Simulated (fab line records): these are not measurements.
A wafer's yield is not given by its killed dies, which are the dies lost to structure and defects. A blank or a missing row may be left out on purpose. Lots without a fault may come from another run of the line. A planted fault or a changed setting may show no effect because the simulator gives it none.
Which tool was responsible? -- flow gf180mcu -- 13 lots, 39 wafers sampled, at 1 step of a route of 602

## WHAT THE GAUGES SHOWED, per wafer
GF_CONTACT_THK_MEAS_01.
lot,measured,on,CONTACT_CVD_00_THK (nm)
L436,day 15 02:28,film metro-02,305 304 299
L437,day 15 15:45,film metro-04,303 302 301
L438,day 16 03:08,film metro-03,299 306 299
L439,day 16 11:22,film metro-03,302 299 304
L445,day 18 10:04,film metro-03,305 306 304
L448,day 19 12:28,film metro-04,298 294 297
L449,day 19 20:10,film metro-03,300 304 301
L450,day 20 13:40,film metro-02,305 296 300
L452,day 21 01:26,film metro-02,303 304 300
L454,day 21 18:47,film metro-03,308 305 309
L456,day 22 11:11,film metro-04,303 302 303
L457,day 22 14:54,film metro-04,294 302 296
L458,day 23 03:04,film metro-04,303 302 306

## EACH LOT AND THE TOOL THAT RAN IT (in order: tool; ch and the chambers of the sampled wafers; start)
Record: no process step prior to these readings.

## WHAT THE TOOLS THEMSELVES READ (means of the sampled wafers that have a number; where no wafer has one, the mark that the record gives instead)
The record holds no such reading with a usual standard deviation.

## THE ANSWER, worked out from the rows above alone
Rule: the lots themselves supply what counts as usual. Put in order of their means at a reading, lots are off if they are a third of the lots or fewer, leave a main group of 4 or more, and stand apart from it by a gap of 3 or more times the standard deviation of the main group's means; of several such gaps the widest counts. If all means in a main group match to the digits the tables above print for the reading, that group is not used. A lot without any number at a reading at which 4 lots or more have one is off too. The other lots that the step has rows for count as sound. Order of review: gauges by route order, followed by the tools' own readings, for which a lot's mean as printed above is used. At the first step where some lot is off, the reading lying furthest off is the one used; lots without a number count as furthest.
None of the lots is off at any reading shown; this tells nothing.

## WHAT THE SIMULATOR HAD INSERTED
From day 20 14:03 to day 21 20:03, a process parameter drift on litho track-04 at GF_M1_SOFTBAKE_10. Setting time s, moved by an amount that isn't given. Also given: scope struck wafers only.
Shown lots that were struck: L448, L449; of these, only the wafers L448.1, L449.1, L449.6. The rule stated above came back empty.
